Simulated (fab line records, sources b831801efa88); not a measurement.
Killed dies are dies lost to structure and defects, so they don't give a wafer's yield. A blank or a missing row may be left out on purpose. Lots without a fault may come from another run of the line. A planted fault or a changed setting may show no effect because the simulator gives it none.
Which tool did it? | flow gf180mcu | 12 lots, 36 wafers sampled, at 6 steps of a route of 602

WHAT THE GAUGES READ, wafer by wafer
GF_V3_CD_MEAS_14: target cd 260 nm.
lot  | measured     | on        | cd_nm (nm)
L143 | day 22 10:01 | cd_sem-01 | 260.2 259.7 260.6
L144 | day 22 14:38 | cd_sem-02 | 259.4 259.9 260.7
L145 | day 22 22:56 | cd_sem-01 | 262.2 262.8 262.3
L146 | day 23 12:32 | cd_sem-01 | 259.1 259.8 261.4
L147 | day 23 21:23 | cd_sem-02 | 259.0 258.5 258.7
L148 | day 24 06:23 | cd_sem-02 | 261.2 259.9 260.3
L150 | day 24 19:19 | cd_sem-02 | 258.4 260.0 260.5
L151 | day 25 00:56 | cd_sem-02 | 260.6 260.0 261.1
L158 | day 27 11:59 | cd_sem-01 | 258.4 259.1 258.7
L159 | day 27 17:29 | cd_sem-01 | 260.1 259.4 259.9
L163 | day 29 03:17 | cd_sem-01 | 258.5 258.3 257.8
L166 | day 29 18:05 | cd_sem-02 | 260.3 260.5 259.0

GF_M4_RS_MEAS_05: measures by four-point-probe.
lot  | measured     | on            | M4_ALCU_RS (ohm/sq)
L143 | day 22 11:52 | film_metro-02 | 0.0710 0.0721 0.0707
L144 | day 22 16:49 | film_metro-02 | 0.0694 0.0697 0.0690
L145 | day 23 00:49 | film_metro-02 | 0.0706 0.0709 0.0697
L146 | day 23 14:37 | film_metro-01 | 0.0697 0.0716 0.0709
L147 | day 23 23:13 | film_metro-01 | 0.0699 0.0692 0.0701
L148 | day 24 08:14 | film_metro-01 | 0.0695 0.0688 0.0690
L150 | day 24 21:05 | film_metro-02 | 0.0673 0.0675 0.0678
L151 | day 25 02:40 | film_metro-03 | 0.0653 0.0650 0.0651
L158 | day 27 15:24 | film_metro-02 | 0.0705 0.0691 0.0702
L159 | day 27 19:13 | film_metro-01 | 0.0694 0.0687 0.0690
L163 | day 29 05:21 | film_metro-02 | 0.0685 0.0690 0.0695
L166 | day 29 19:53 | film_metro-03 | 0.0696 0.0694 0.0699

GF_M4_THK_MEAS_06: measures by xrf.
lot  | measured     | on            | M4_ALCU_THK (nm)
L143 | day 22 11:59 | film_metro-02 | 450 446 453
L144 | day 22 16:56 | film_metro-02 | 463 460 466
L145 | day 23 00:56 | film_metro-02 | 458 455 464
L146 | day 23 14:43 | film_metro-01 | 453 443 446
L147 | day 23 23:20 | film_metro-01 | 453 456 450
L148 | day 24 08:20 | film_metro-01 | 454 459 457
L150 | day 24 21:12 | film_metro-02 | 475 471 471
L151 | day 25 02:47 | film_metro-03 | 489 489 490
L158 | day 27 15:31 | film_metro-02 | 454 465 458
L159 | day 27 19:20 | film_metro-01 | 455 461 459
L163 | day 29 05:28 | film_metro-02 | 468 466 462
L166 | day 29 20:00 | film_metro-03 | 459 455 455

WHICH TOOL RAN EACH LOT (tool, then ch and the chambers of the sampled wafers, then the start)
lot  | GF_M3_SPUTTER_01             | GF_V3_SPUTTER_21             | GF_M4_SPUTTER_02
L143 | pvd_sputter-04, day 20 09:18 | pvd_sputter-02, day 22 10:50 | pvd_sputter-03, day 22 11:47
L144 | pvd_sputter-04, day 20 15:04 | pvd_sputter-04, day 22 15:47 | pvd_sputter-03, day 22 16:44
L145 | pvd_sputter-01, day 20 22:57 | pvd_sputter-04, day 22 23:47 | pvd_sputter-02, day 23 00:43
L146 | pvd_sputter-03, day 21 13:45 | pvd_sputter-02, day 23 13:41 | pvd_sputter-01, day 23 14:30
L147 | pvd_sputter-03, day 21 22:00 | pvd_sputter-02, day 23 22:12 | pvd_sputter-03, day 23 23:08
L148 | pvd_sputter-01, day 22 07:11 | pvd_sputter-02, day 24 07:10 | pvd_sputter-02, day 24 08:06
L150 | pvd_sputter-04, day 22 20:50 | pvd_sputter-02, day 24 20:10 | pvd_sputter-03, day 24 20:59
L151 | pvd_sputter-01, day 23 03:33 | pvd_sputter-02, day 25 01:44 | pvd_sputter-03, day 25 02:34
L158 | pvd_sputter-03, day 25 17:20 | pvd_sputter-01, day 27 12:49 | pvd_sputter-02, day 27 15:19
L159 | pvd_sputter-03, day 25 22:56 | pvd_sputter-04, day 27 18:17 | pvd_sputter-03, day 27 19:07
L163 | pvd_sputter-01, day 27 10:41 | pvd_sputter-02, day 29 04:26 | pvd_sputter-01, day 29 05:16
L166 | pvd_sputter-03, day 28 02:32 | pvd_sputter-01, day 29 18:58 | pvd_sputter-03, day 29 19:47
- GF_M3_SPUTTER_01: material TiN, target thk 30 nm, time 25 s.
- GF_V3_SPUTTER_21: material Ti, target thk 15 nm, time 80.02 s.
- GF_M4_SPUTTER_02: material AlCu, target thk 450 nm, time 23.9 s.

WHAT THE TOOLS THEMSELVES READ (means of the sampled wafers that have a number; where no wafer has one, the mark that the record gives instead)
GF_M3_SPUTTER_01.
lot  | tool           | cathode_dc_power_W (W) | throttle_valve_pct (%)
L143 | pvd_sputter-04 | 6499.9                 | 30.6
L144 | pvd_sputter-04 | 6498.6                 | 30.3
L145 | pvd_sputter-01 | 6498.7                 | 31.0
L146 | pvd_sputter-03 | 6499.3                 | 30.0
L147 | pvd_sputter-03 | 6500.4                 | 30.0
L148 | pvd_sputter-01 | 6498.4                 | 30.5
L150 | pvd_sputter-04 | 6499.4                 | 30.0
L151 | pvd_sputter-01 | 6499.6                 | 30.0
L158 | pvd_sputter-03 | 6501.0                 | 30.0
L159 | pvd_sputter-03 | 6500.7                 | 29.6
L163 | pvd_sputter-01 | 6500.7                 | 30.3
L166 | pvd_sputter-03 | 6500.3                 | 30.2

GF_V3_SPUTTER_21.
lot  | tool           | cathode_dc_power_W (W) | substrate_temp_c (C) | throttle_valve_pct (%)
L143 | pvd_sputter-02 | 2500.6                 | 199.93               | 29.9
L144 | pvd_sputter-04 | 2499.5                 | 200.17               | 29.9
L145 | pvd_sputter-04 | 2499.8                 | 199.90               | 29.9
L146 | pvd_sputter-02 | 2500.3                 | 199.96               | 29.9
L147 | pvd_sputter-02 | 2500.1                 | 200.06               | 30.9
L148 | pvd_sputter-02 | 2500.2                 | 200.13               | 30.4
L150 | pvd_sputter-02 | 2499.6                 | 200.10               | 29.5
L151 | pvd_sputter-02 | 2499.6                 | 200.12               | 30.3
L158 | pvd_sputter-01 | 2500.6                 | 200.13               | 30.4
L159 | pvd_sputter-04 | 2499.8                 | 200.15               | 30.1
L163 | pvd_sputter-02 | 2500.3                 | 199.79               | 30.3
L166 | pvd_sputter-01 | 2500.0                 | 199.98               | 28.7

GF_M4_SPUTTER_02.
lot  | tool           | cathode_dc_power_W (W) | throttle_valve_pct (%)
L143 | pvd_sputter-03 | 10601                  | 30.0
L144 | pvd_sputter-03 | 10601                  | 29.6
L145 | pvd_sputter-02 | 10600                  | 30.1
L146 | pvd_sputter-01 | 10597                  | 30.7
L147 | pvd_sputter-03 | 10601                  | 30.3
L148 | pvd_sputter-02 | 10600                  | 30.4
L150 | pvd_sputter-03 | 10598                  | 29.9
L151 | pvd_sputter-03 | 10601                  | 30.4
L158 | pvd_sputter-02 | 10599                  | 30.1
L159 | pvd_sputter-03 | 10600                  | 29.6
L163 | pvd_sputter-01 | 10599                  | 29.7
L166 | pvd_sputter-03 | 10601                  | 30.3

THE ANSWER, worked out from the rows above alone
Rule: what is usual is taken from the lots themselves. Put in order of their means at a reading, lots are off if they are a third of the lots or fewer, leave a main group of 4 or more, and stand apart from it by a gap of 3 or more times the standard deviation of the main group's means; of several such gaps the widest counts. A main group whose means are all the same, to the digits that the tables above print for the reading, isn't used. A lot without any number at a reading at which 4 lots or more have one is off too. The other lots that the step has rows for count as sound. The gauges are gone through in route order, then the tools' own readings, and for those a lot's mean is taken as printed above. The first step at which some lot is off is used, and at that step the reading that is off furthest; a lot without a number counts as furthest.
No lot is off at any reading shown: from this, nothing can be told.

WHAT THE SIMULATOR HAD PUT IN
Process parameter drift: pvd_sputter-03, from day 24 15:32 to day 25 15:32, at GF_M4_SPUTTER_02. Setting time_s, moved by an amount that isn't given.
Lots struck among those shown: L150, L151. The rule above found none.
